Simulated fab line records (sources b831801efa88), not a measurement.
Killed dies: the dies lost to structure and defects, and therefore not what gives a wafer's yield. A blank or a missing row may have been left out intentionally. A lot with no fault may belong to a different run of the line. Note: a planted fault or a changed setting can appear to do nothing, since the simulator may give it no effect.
fab line records	flow sky130
[record] lots = 5	wafers = 15	last_day = 50
route steps=708 shown SONOS_TUNNEL@160 SONOS_ONO@168 GATE_OXIDE@187 PAD_OPEN@708
lots untouched by any fault: they come from a run of this same line in which no faults occurred
start_h: hours from the record's opening day to when the first of the lot's shown wafers began	wait_h: how many hours have passed since the lot's step before this one	" repeats the value in the row above	L1.1+2: a single row standing in for several wafers	- either no value or no given start	* or withheld: withheld	< > ~ a bound
route shown NAME@n: a module of which the file shows steps, and the number in the route of the first	usual: mean and standard deviation over wafers with no fault	same: alike in all rows	chamber/n: place in a boat	sites: each site's reading	_std_site: the standard deviation of these	_edge_site: mean of outer sites minus mean of inner sites	radius_mm: for every site, how far away it sits from the centre of the wafer	mask NAME#n: copy n	behind: the most recent tool/chamber to have shaped the wafer	hold: the reason the lot was held/the length of the hold in hours/how it ended	device: which transistor (n, p or np) failed to switch	end of line: the tests these same wafers got at the end of their route	a step with no rows: only its recipe	killed: at the first sort, the dies lost to defects and structure; wafer yield is something else	map: the dies of a wafer, with x for killed, . for not killed, _ for no die there
set.NAME: setting as actually run; set.NAME@STEP: the setting as run at that earlier step	model.NAME: the simulator's own value behind a step, which no gauge read
lots seen at some steps along the route; tables by step, rows by wafer
services: from which hour (start_h, from the record's first day; less than 0 if before it) a tool's chamber was out of use, for how many hours, and why
[[steps]]
[step SKY_SONOS_TUNNEL_DEVELOP_06]
[recipe] resist = NOVOLAK	developer = TMAH	develop_time_s = 60	dev_temp_c = 23
[step SKY_SONOS_TUNNEL_IMPLANT_09]
[recipe] species = B	energy_kev = 20	dose_cm2 = 1e+12	tilt_deg = withheld
[step SKY_SONOS_TUNNEL_WET_ETCH_10]
[recipe] chemistry = dHF	target_depth_nm = 14	target = SiO2	dilution = 100:1	temp_c = 25	time_s = 280
[step SKY_SONOS_TUNNEL_STRIP_11]
[recipe] chemistry = SPM	time_s = 600	temp_c = 130
[step SKY_SONOS_TUNNEL_CLEAN_13]
[recipe] chemistry = dHF	time_s = 20	dilution = 100:1	dry = ipa_marangoni
[step SKY_SONOS_ONO_OXIDATION_00]
[recipe] temp_c = 800	ambient = O2	idle_temp_c = 700	ramp_up_c_per_min = 10	ramp_down_c_per_min = 3	stabilise_s = 600	purge_s = 300	target_thk_a = 26	ox_time_s = 1249
[step SKY_SONOS_ONO_CVD_02]
[recipe] material = Si3N4	precursor = DCS/NH3	target_thk_nm = 10.5	temp_c = 770	time_s = 180	pressure_mtorr = 250
[step SKY_SONOS_ONO_CVD_04]
[recipe] material = SiO2	precursor = SiH4/N2O	target_thk_nm = 5.7199	temp_c = 900	pressure_mtorr = 400
[usual] spike_tc_bottom_C = 915.6/1.4	spike_tc_centre_C = 900.6/1.6	spike_tc_lower_C = 901.8/1.2	spike_tc_top_C = 908/3	spike_tc_upper_C = 900.9/1.2	susceptor_temp_C = 900.1/0.37
lot.wafer	tool	chamber	start_h	wait_h	spike_tc_bottom_C	spike_tc_centre_C	spike_tc_lower_C	spike_tc_top_C	spike_tc_upper_C	susceptor_temp_C	model.SiO2_of_SONOS_ONO_CVD_04.thk_nm
L292.1	lpcvd-03	1	251.83	0.1	914.6	900.3	901.3	907	902.3	899.8	5.68
L292.2	"	1	"	"	915.1	900.3	899.9	905	900.4	899.9	5.749
L292.6	"	1	"	"	916.5	901.7	899.3	903	900.1	900.1	5.726
L302.2	lpcvd-03	1	331.92	0.0	906.9	894.4	893.0	897	892.2	900.0	5.195
L302.3	"	1	"	"	907.3	893.2	892.6	898	893.3	899.6	5.209
L302.5	"	1	"	"	907.0	893.8	891.6	897	891.4	899.9	5.278
L303.1	lpcvd-03	1	345.47	3.2	907.9	893.6	892.2	898	891.4	900.6	5.047
L303.4	"	1	"	"	907.8	894.2	894.4	897	893.5	899.6	5.097
L303.5	"	1	"	"	904.8	893.7	892.5	898	890.4	901.0	5.097
L304.1	lpcvd-03	1	349.78	0.1	908.3	893.6	893.8	897	892.1	899.6	5.237
L304.2	"	1	"	"	907.2	894.4	893.3	897	892.1	900.9	5.16
L304.4	"	1	"	"	905.7	892.8	894.3	898	891.7	900.0	5.156
L314.3	lpcvd-03	1	429.70	0.0	913.9	901.7	901.5	905	903.1	900.5	5.829
L314.4	"	1	"	"	914.1	901.5	901.8	905	901.1	900.6	5.842
L314.5	"	1	"	"	915.6	902.0	899.5	905	899.9	900.5	5.829
[step SKY_SONOS_ONO_THK_MEAS_05]
[recipe] reads = SiO2_of_SONOS_ONO_CVD_04
[usual] SONOS_ONO_CVD_04_THK = 5.77/0.12
lot.wafer	tool	chamber	start_h	wait_h	hold	SONOS_ONO_CVD_04_THK[nm]
L292.1	film_metro-03	-	253.08	0.0	-	5.66
L292.2	"	-	"	"	-	5.75
L292.6	"	-	"	"	-	5.71
L302.2	film_metro-02	-	333.18	0.0	await_dispo/0.2h/release	5.16
L302.3	"	-	"	"	await_dispo/0.2h/release	5.18
L302.5	"	-	"	"	await_dispo/0.2h/release	5.25
L302.2	film_metro-02	-	333.41	0.2	-	5.15
L302.3	"	-	"	"	-	5.26
L302.5	"	-	"	"	-	5.30
L303.1	film_metro-04	-	346.72	0.0	await_dispo/0.2h/release	5.08
L303.4	"	-	"	"	await_dispo/0.2h/release	5.11
L303.5	"	-	"	"	await_dispo/0.2h/release	5.14
L303.1	film_metro-04	-	346.95	0.2	-	5.04
L303.4	"	-	"	"	-	5.06
L303.5	"	-	"	"	-	5.10
L304.1	film_metro-03	-	351.03	0.0	await_dispo/0.2h/release	5.27
L304.2	"	-	"	"	await_dispo/0.2h/release	5.17
L304.4	"	-	"	"	await_dispo/0.2h/release	5.11
L304.1	film_metro-03	-	351.26	0.2	-	5.20
L304.2	"	-	"	"	-	5.17
L304.4	"	-	"	"	-	5.15
L314.3	film_metro-04	-	430.97	0.0	-	5.82
L314.4	"	-	"	"	-	5.81
L314.5	"	-	"	"	-	5.80
[step SKY_SONOS_ONO_HMDS_07]
[recipe] prime_time_s = 60	prime_temp_c = 120
[step SKY_SONOS_ONO_COAT_08]
[recipe] resist = NOVOLAK	spin_rpm = 3000	resist_thk_nm = 1140
[step SKY_SONOS_ONO_SOFTBAKE_09]
[recipe] temp_c = 90	time_s = 60	resist = NOVOLAK
[step SKY_SONOS_ONO_EXPOSE_10]
[recipe] mask_id = ONOM	target_cd_nm = 410	na = 0.6	source_shape = conventional	sigma_outer = 0.6	dose_mj = 150
[step SKY_SONOS_ONO_PEB_11]
[recipe] temp_c = withheld	time_s = *	resist = NOVOLAK
[step SKY_SONOS_ONO_DEVELOP_12]
[recipe] develop_time_s = 60	dev_temp_c = 23
[step SKY_SONOS_ONO_ETCH_15]
[recipe] target_depth_nm = 19.52	chemistry = CHF3/O2	source_w = 600	bias_w = 200	pressure_mtorr = 40	chf3_flow_sccm = 50	O2_flow_sccm = 5	time_s = 7.8
[step SKY_SONOS_ONO_WET_ETCH_16]
[recipe] chemistry = dHF	target_depth_nm = 14	dry = n2_spin	target = SiO2	dilution = 100:1	temp_c = 25	time_s = 280
[step SKY_SONOS_ONO_STRIP_17]
[recipe] chemistry = O2/N2	power_w = 1400	pressure_mtorr = 1500	platen_temp_c = withheld	o2_flow_sccm = 3000	n2_flow_sccm = 300	overash_fraction = 0.5
[step SKY_SONOS_ONO_WET_ETCH_18]
[recipe] chemistry = H3PO4	target_depth_nm = 15	target = Si3N4	temp_c = 160	time_s = 172
[step SKY_GATE_OXIDE_CLEAN_00]
[recipe] chemistry = SC1/SC2	mix = 1:4:20	temp_c = 70	time_s = 150	dry = n2_spin
[step SKY_GATE_OXIDE_OXIDATION_01]
[recipe] temp_c = 900	ambient = O2	stabilise_s = 600	purge_s = 300	target_thk_a = 102.68	ox_time_s = 1473
[step SKY_GATE_OXIDE_DEHYDRATE_03]
[recipe] temp_c = 200	time_s = 60
[step SKY_GATE_OXIDE_HMDS_04]
[recipe] prime_time_s = 60	prime_temp_c = 120
[step SKY_GATE_OXIDE_COAT_05]
[recipe] resist = NOVOLAK	spin_rpm = 3000	resist_thk_nm = 1140
[step SKY_GATE_OXIDE_SOFTBAKE_06]
[recipe] temp_c = 90	time_s = 60	resist = NOVOLAK
[step SKY_GATE_OXIDE_EXPOSE_07]
[recipe] mask_id = LVOM	na = 0.6	source_shape = conventional	sigma_outer = 0.6	polarization = unpolarized	target_cd_nm = 600	dose_mj = 170
[step SKY_GATE_OXIDE_PEB_08]
[recipe] temp_c = withheld	time_s = *	resist = NOVOLAK
[step SKY_GATE_OXIDE_DEVELOP_09]
[recipe] resist = NOVOLAK	developer = TMAH	develop_time_s = 60	dev_temp_c = 23
[step SKY_GATE_OXIDE_IMPLANT_11]
[recipe] species = B	energy_kev = 10	dose_cm2 = 2.6e+12	tilt_deg = withheld
[step SKY_GATE_OXIDE_WET_ETCH_12]
[recipe] chemistry = dHF	target_depth_nm = 16.8	dry = n2_spin	target = SiO2	dilution = 100:1	temp_c = 25	time_s = 336
[step SKY_GATE_OXIDE_STRIP_13]
[recipe] chemistry = O2/N2	power_w = 1400	pressure_mtorr = 1500	platen_temp_c = withheld	o2_flow_sccm = 3000	n2_flow_sccm = 300	overash_fraction = 0.5
[step SKY_GATE_OXIDE_CLEAN_15]
[recipe] chemistry = SC1/SC2	mix = 1:4:20	temp_c = 70	time_s = 150	dry = n2_spin
[usual] bath_heat_duty_pct = 13.5/1.2
lot.wafer	tool	chamber	start_h	wait_h	bath_heat_duty_pct	model.SiO2_of_SONOS_ONO_CVD_04.thk_nm
L292.1	wet_bench-01	1	304.28	0.1	12.2	4.18
L292.2	"	1	"	"	13.1	4.246
L292.6	"	1	"	"	12.2	4.23
L302.2	wet_bench-04	3	390.83	0.0	14.0	3.671
L302.3	"	3	"	"	13.9	3.684
L302.5	"	3	"	"	12.2	3.755
L303.1	wet_bench-04	0	404.91	0.1	11.7	3.531
L303.4	"	0	"	"	12.3	3.575
L303.5	"	0	"	"	12.8	3.581
L304.1	wet_bench-01	2	413.66	0.1	12.0	3.727
L304.2	"	2	"	"	13.5	3.645
L304.4	"	2	"	"	11.8	3.648
L314.3	wet_bench-02	2	495.87	0.0	14.2	4.321
L314.4	"	2	"	"	14.6	4.334
L314.5	"	2	"	"	13.3	4.321
[step SKY_PAD_OPEN_PROBE_99]
[usual] killed_at_M0_to_M3 = 43/6.9	killed_at_M4_up = 3.1/1.8	killed_at_contacts = 24/5.1	killed_at_front_end = 15/4.8	killed_at_other = 0.3/0.48	killed_dies = 86/8.9	killed_open = 47/6.8	killed_short = 39/6.3
[same] gross_dies = 492	killed_at_back_side = 0
lot.wafer	tool	chamber	start_h	wait_h	killed_at_M0_to_M3	killed_at_M4_up	killed_at_contacts	killed_at_front_end	killed_at_other	killed_dies	killed_open	killed_short	model.etest.sonos_erased.drive_ua_um	model.etest.sonos_uncharged.r_on_ohm_um	model.etest.cap_ono.gate_log10_a_cm2	model.etest.cap_ono.gate_bv_v	model.etest.cap_ono.tox_acc_nm	model.etest.sonos_programmed.vt_v	model.etest.sonos_baked.vt_v	model.etest.sonos_erased.vt_v
L292.1	prober-02	-	1069.15	0.1	43	1	25	13	1	83	49	34	196	815.3	-7.785	16.09	12.74	1.531	1.037	-2.332
L292.2	prober-02	-	1069.20	0.1	51	4	23	13	0	91	54	37	197.5	810.4	-7.835	16.22	12.81	1.522	0.9504	-2.326
L292.6	prober-02	-	1069.40	0.2	46	3	16	19	0	84	41	43	201.4	814.9	-7.858	16.4	12.81	1.524	0.9895	-2.337
L302.2	prober-02	-	1136.82	0.1	39	6	31	21	0	97	59	38	220.3	791.1	-7.211	16	12.37	1.742	1.168	-2.411
L302.3	prober-02	-	1136.87	0.2	48	2	25	27	1	103	50	52	214.4	804.6	-7.279	16.05	12.44	1.727	1.175	-2.397
L302.5	prober-02	-	1136.97	0.2	41	2	24	15	1	83	42	40	234.2	801.5	-7.483	15.98	12.54	1.681	1.151	-2.394
L303.1	prober-01	-	1144.58	0.1	43	1	27	24	1	96	47	49	220.2	772.9	-6.963	15.9	12.11	1.799	1.212	-2.473
L303.4	prober-01	-	1144.73	0.2	35	6	20	12	0	73	36	37	233.3	778.4	-7.001	15.85	12.17	1.761	1.182	-2.495
L303.5	prober-01	-	1144.78	0.2	40	3	22	18	0	83	33	50	209.7	792.8	-6.995	15.61	12.21	1.807	1.186	-2.473
L304.1	prober-02	-	1148.47	0.1	45	4	36	10	0	95	47	48	206.9	782.2	-7.195	15.82	12.3	1.687	1.125	-2.446
L304.2	prober-02	-	1148.52	0.1	53	2	22	11	0	88	53	35	235	780	-7.08	15.9	12.28	1.742	1.202	-2.452
L304.4	prober-02	-	1148.62	0.2	32	1	28	12	1	74	42	32	226.6	792.4	-7.19	15.52	12.28	1.74	1.153	-2.428
L314.3	prober-02	-	1192.12	0.2	49	2	32	19	0	102	59	43	173.5	817.1	-8.153	16.81	13.13	1.349	0.8682	-2.208
L314.4	prober-02	-	1192.17	0.2	32	3	29	13	0	77	43	34	150.6	812.3	-8.235	17.23	13.09	1.323	0.9032	-2.159
L314.5	prober-02	-	1192.22	0.2	55	2	27	12	0	96	53	43	216.2	821.9	-8.184	16.56	13.02	1.34	0.8822	-2.276
// killed by level:class
L292.1 VIA1:geometric_particle:open=12 CONTACT:geometric_particle:open=11 VIA3:geometric_particle:open=9 CONTACT:geometric_particle:short=8 METAL1:geometric_particle:short=7 FIELD_ISO:geometric_particle:open=5 METAL3:geometric_particle:short=4 POLY_GATE:geometric_particle:open=3
L292.2 VIA1:geometric_particle:open=10 VIA2:geometric_particle:open=10 LI_CONTACT:geometric_particle:open=9 CONTACT:geometric_particle:short=6 METAL3:geometric_particle:short=6 CONTACT:geometric_particle:open=5 METAL2:geometric_particle:open=5 VIA3:geometric_particle:open=5
L292.6 METAL2:geometric_particle:short=9 CONTACT:geometric_particle:open=8 VIA1:geometric_particle:open=7 VIA2:geometric_particle:open=7 FIELD_ISO:geometric_particle:open=6 VIA3:geometric_particle:open=5 FIELD_ISO:geometric_particle:short=4 POLY_GATE:geometric_particle:open=4
L302.2 VIA1:geometric_particle:open=10 LI_CONTACT:geometric_particle:open=9 CONTACT:geometric_particle:open=8 VIA2:geometric_particle:open=8 FIELD_ISO:geometric_particle:short=7 FIELD_ISO:geometric_particle:open=6 CONTACT:geometric_particle:short=6 METAL4:geometric_particle:short=6
L302.3 VIA1:geometric_particle:open=12 CONTACT:geometric_particle:open=11 VIA1:geometric_particle:short=10 VIA2:geometric_particle:open=8 FIELD_ISO:geometric_particle:short=6 METAL2:geometric_particle:short=6 FIELD_ISO:geometric_particle:open=5 POLY_GATE:geometric_particle:open=5
L302.5 LI_CONTACT:geometric_particle:open=8 LOCAL_INTERCONNECT:geometric_particle:short=7 VIA1:geometric_particle:open=6 FIELD_ISO:geometric_particle:open=5 VIA2:geometric_particle:open=5 CONTACT:geometric_particle:open=5 METAL1:geometric_particle:short=5 VIA2:geometric_particle:short=5
L303.1 VIA1:geometric_particle:open=11 CONTACT:geometric_particle:open=8 LOCAL_INTERCONNECT:geometric_particle:short=6 VIA3:geometric_particle:open=6 POLY_GATE:geometric_particle:short=5 SPACER:geometric_particle:short=5 LI_CONTACT:geometric_particle:short=5 METAL2:geometric_particle:short=5
L303.4 CONTACT:geometric_particle:open=9 VIA1:geometric_particle:open=6 VIA2:geometric_particle:open=6 CONTACT:geometric_particle:short=5 METAL3:geometric_particle:short=5 METAL4:geometric_particle:short=5 VIA3:geometric_particle:open=4 METAL1:geometric_particle:short=4
L303.5 POLY_GATE:geometric_particle:short=8 METAL1:geometric_particle:short=7 VIA1:geometric_particle:open=7 VIA3:geometric_particle:open=7 LOCAL_INTERCONNECT:geometric_particle:short=6 CONTACT:geometric_particle:short=6 VIA3:geometric_particle:short=6 CONTACT:geometric_particle:open=5
L304.1 VIA1:geometric_particle:open=14 LI_CONTACT:geometric_particle:open=12 METAL1:geometric_particle:short=11 CONTACT:geometric_particle:open=10 CONTACT:geometric_particle:short=7 LOCAL_INTERCONNECT:geometric_particle:short=4 METAL2:geometric_particle:short=4 VIA1:geometric_particle:short=4
L304.2 VIA1:geometric_particle:open=14 VIA3:geometric_particle:open=10 LI_CONTACT:geometric_particle:open=7 METAL2:geometric_particle:short=7 CONTACT:geometric_particle:open=7 VIA1:geometric_particle:short=5 METAL1:geometric_particle:short=5 VIA2:geometric_particle:open=5
L304.4 CONTACT:geometric_particle:open=15 VIA3:geometric_particle:open=7 LOCAL_INTERCONNECT:geometric_particle:short=5 METAL2:geometric_particle:short=5 VIA2:geometric_particle:open=5 METAL1:geometric_particle:short=4 FIELD_ISO:geometric_particle:short=3 POLY_GATE:geometric_particle:open=3
L314.3 VIA1:geometric_particle:open=17 LI_CONTACT:geometric_particle:open=13 VIA3:geometric_particle:open=7 VIA1:geometric_particle:short=6 FIELD_ISO:geometric_particle:open=5 POLY_GATE:geometric_particle:short=5 LOCAL_INTERCONNECT:geometric_particle:short=5 CONTACT:geometric_particle:short=5
L314.4 CONTACT:geometric_particle:open=9 LI_CONTACT:geometric_particle:open=8 VIA2:geometric_particle:open=6 VIA3:geometric_particle:open=6 CONTACT:geometric_particle:short=5 VIA1:geometric_particle:open=5 FIELD_ISO:geometric_particle:short=4 POLY_GATE:geometric_particle:short=3
L314.5 VIA1:geometric_particle:open=15 LI_CONTACT:geometric_particle:open=9 VIA2:geometric_particle:open=8 CONTACT:geometric_particle:open=7 METAL1:geometric_particle:short=7 VIA3:geometric_particle:short=6 FIELD_ISO:geometric_particle:open=5 VIA3:geometric_particle:open=5
[[services]]
tool	chamber	start_h	hours	kind
wet_bench-04	-	287.16	2.3	repair
lpcvd-03	-	339.47	6.0	pm
wet_bench-02	-	340.93	1.4	repair
wet_bench-02	-	444.27	12.2	repair
wet_bench-02	-	460.38	1.5	repair
[[key]]
[first_sign] step = SKY_SONOS_ONO_CVD_04	reading = spike_tc_upper_C	direction = down	sigmas = 7.7	usual = 900.9	struck = 892.0
[effect] step = SKY_SONOS_ONO_CVD_04	reading = spike_tc_lower_C	direction = down	sigmas = 7.4	usual = 901.8	struck = 893.1
[effect] step = SKY_SONOS_ONO_THK_MEAS_05	reading = visit	direction = added
[effect] step = SKY_SONOS_ONO_THK_MEAS_05	reading = SONOS_ONO_CVD_04_THK	direction = down	sigmas = 5.1	usual = 5.77	struck = 5.16
[model_effect] step = SKY_SONOS_ONO_CVD_04	value = SiO2_of_SONOS_ONO_CVD_04.thk_nm	without = 5.86	struck = 5.164
[model_effect] step = SKY_GATE_OXIDE_CLEAN_15	value = SiO2_of_SONOS_ONO_CVD_04.thk_nm	without = 4.343	struck = 3.646
[model_effect] step = SKY_PAD_OPEN_PROBE_99	value = etest.sonos_erased.drive_ua_um	without = 190.8	struck = 222.3
met_at SKY_SONOS_ONO_CVD_04
struck_wafers L302.2,L302.3,L302.5,L303.1,L303.4,L303.5,L304.1,L304.2,L304.4
tester_left_out L302,L303,L304
onset_between 251.83 331.92
[fault] kind = process_parameter_drift	tool = lpcvd-03	chamber = 1	onset_h = 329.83	steps = SKY_SONOS_ONO_CVD_04	channel = temp_c	offset = *	shape = step	end_h = 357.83	stated = *
// tester_left_out: of these lots the tester's yield and bins aren't shown, on N5 and GAA mostly nor the transistor test; their killed dies are dies lost to structure and defects alone, not to doping, threshold or leakage, so they don't give the yield
